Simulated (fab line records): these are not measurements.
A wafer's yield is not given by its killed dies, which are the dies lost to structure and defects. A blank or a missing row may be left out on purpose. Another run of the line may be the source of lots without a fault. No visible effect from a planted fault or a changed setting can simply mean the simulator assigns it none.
The tool behind it: which one? -- flow gf180mcu -- Sampling: 13 lots, 39 wafers, 3 of 602 route steps

WHAT THE GAUGES SHOWED, per wafer
GF_CONTACT_CD_MEAS_14 targets a cd of 220 nm.
lot,measured,on,cdNm (nm)
L193,day 15 21:53,cdSem-02,219.6 219.7 219.4
L194,day 16 07:39,cdSem-01,221.3 221.0 221.3
L195,day 16 19:35,cdSem-02,221.7 221.1 221.8
L196,day 16 22:59,cdSem-01,218.7 219.3 218.9
L197,day 17 11:01,cdSem-02,219.7 220.1 220.1
L198,day 17 22:04,cdSem-01,219.6 219.0 218.6
L201,day 19 01:29,cdSem-01,221.8 220.3 221.2
L202,day 19 11:29,cdSem-01,220.4 218.8 218.4
L204,day 20 03:11,cdSem-02,219.3 218.8 217.9
L208,day 21 20:20,cdSem-01,214.3 217.2 218.1
L209,day 21 23:26,cdSem-01,214.9 216.0 220.3
L212,day 23 11:05,cdSem-01,218.1 219.1 218.5
L216,day 24 09:25,cdSem-01,218.7 218.3 218.6

WHICH TOOL RAN EACH LOT (tool, then ch and the chambers of the sampled wafers, then the start)
lot,GF_SALICIDE_RTA_08,GF_CONTACT_PEB_12
L193,"rtpAnneal-02 ch 0, day 15 00:13","lithoTrack-04 ch 0, day 15 21:33"
L194,"rtpAnneal-01 ch 0, day 15 09:38","lithoTrack-04 ch 0, day 16 07:20"
L195,"rtpAnneal-02 ch 0, day 15 20:59","lithoTrack-03 ch 0, day 16 19:14"
L196,"rtpAnneal-01 ch 0, day 16 00:35","lithoTrack-03 ch 0, day 16 22:38"
L197,"rtpAnneal-02 ch 0, day 16 12:00","lithoTrack-01 ch 0, day 17 10:40"
L198,"rtpAnneal-01 ch 0, day 16 22:34","lithoTrack-04 ch 0, day 17 21:43"
L201,"rtpAnneal-01 ch 0, day 18 00:33","lithoTrack-03 ch 0, day 19 01:08"
L202,"rtpAnneal-01 ch 0, day 18 10:35","lithoTrack-03 ch 0, day 19 11:08"
L204,"rtpAnneal-02 ch 0, day 19 01:13","lithoTrack-01 ch 0, day 20 02:51"
L208,"rtpAnneal-01 ch 0, day 20 20:10","lithoTrack-03 ch 0, day 21 19:59"
L209,"rtpAnneal-02 ch 0, day 20 23:09","lithoTrack-03 ch 0, day 21 23:05"
L212,"rtpAnneal-02 ch 0, day 22 11:45","lithoTrack-04 ch 0, day 23 10:44"
L216,"rtpAnneal-01 ch 0, day 23 10:07","lithoTrack-03 ch 0, day 24 09:04"
- GF_SALICIDE_RTA_08: time 30 s.
- GF_CONTACT_PEB_12: peb time 90 s.

WHAT THE TOOLS THEMSELVES READ (means of the sampled wafers that have a number; where no wafer has one, the mark that the record gives instead)
GF_SALICIDE_RTA_08.
lot,tool,annealTempCMax,chamberO2Ppm,lampPowerPct (%),wafer_temp_C_max
L193,rtpAnneal-02,804.0,1.994,19.14,803.5
L194,rtpAnneal-01,803.9,1.998,19.54,803.1
L195,rtpAnneal-02,805.7,1.952,19.14,805.5
L196,rtpAnneal-01,804.1,2.003,19.54,803.4
L197,rtpAnneal-02,804.7,1.983,19.14,803.8
L198,rtpAnneal-01,803.1,1.996,19.54,802.2
L201,rtpAnneal-01,803.6,2.028,19.54,802.4
L202,rtpAnneal-01,803.5,1.993,19.54,802.7
L204,rtpAnneal-02,804.3,1.987,19.14,804.5
L208,rtpAnneal-01,803.6,2.002,19.55,802.3
L209,rtpAnneal-02,804.6,2.003,19.14,803.8
L212,rtpAnneal-02,804.0,1.985,19.13,803.5
L216,rtpAnneal-01,803.6,1.994,19.55,802.3

GF_CONTACT_PEB_12.
lot,tool,heaterPowerTotalW (W)
L193,lithoTrack-04,85.79
L194,lithoTrack-04,85.62
L195,lithoTrack-03,85.69
L196,lithoTrack-03,85.63
L197,lithoTrack-01,85.64
L198,lithoTrack-04,85.66
L201,lithoTrack-03,85.71
L202,lithoTrack-03,85.72
L204,lithoTrack-01,85.60
L208,lithoTrack-03,87.34
L209,lithoTrack-03,88.84
L212,lithoTrack-04,85.66
L216,lithoTrack-03,85.70

THE ANSWER, worked out from the rows above alone
Rule: the lots themselves supply what counts as usual. The widest of any qualifying gaps counts: lots, ordered by their means at a reading, are off when they make up no more than a third of the lots, leave a main group of 4 or more, and stand apart from it by 3 or more times the standard deviation of that group's means. A main group is skipped when, at the precision printed for the reading in the tables above, its means are all equal. A lot without any number at a reading at which 4 lots or more have one is off too. Any other lot the step has rows for is counted as sound. The gauges are gone through in route order, then the tools' own readings, and for those a lot's mean is taken as printed above. At the first step where some lot is off, the reading lying furthest off is the one used; lots without a number count as furthest.
Off: L208, L209 (GF_CONTACT_PEB_12, heaterPowerTotalW). For the main group the mean is 85.67 W and the standard deviation 0.052.
If a tool, at that step or one of the process steps before it, ran each lot that is off and ran no sound lot following the first of them, it fits. Of those tried, none fits.

WHAT THE SIMULATOR PUT IN
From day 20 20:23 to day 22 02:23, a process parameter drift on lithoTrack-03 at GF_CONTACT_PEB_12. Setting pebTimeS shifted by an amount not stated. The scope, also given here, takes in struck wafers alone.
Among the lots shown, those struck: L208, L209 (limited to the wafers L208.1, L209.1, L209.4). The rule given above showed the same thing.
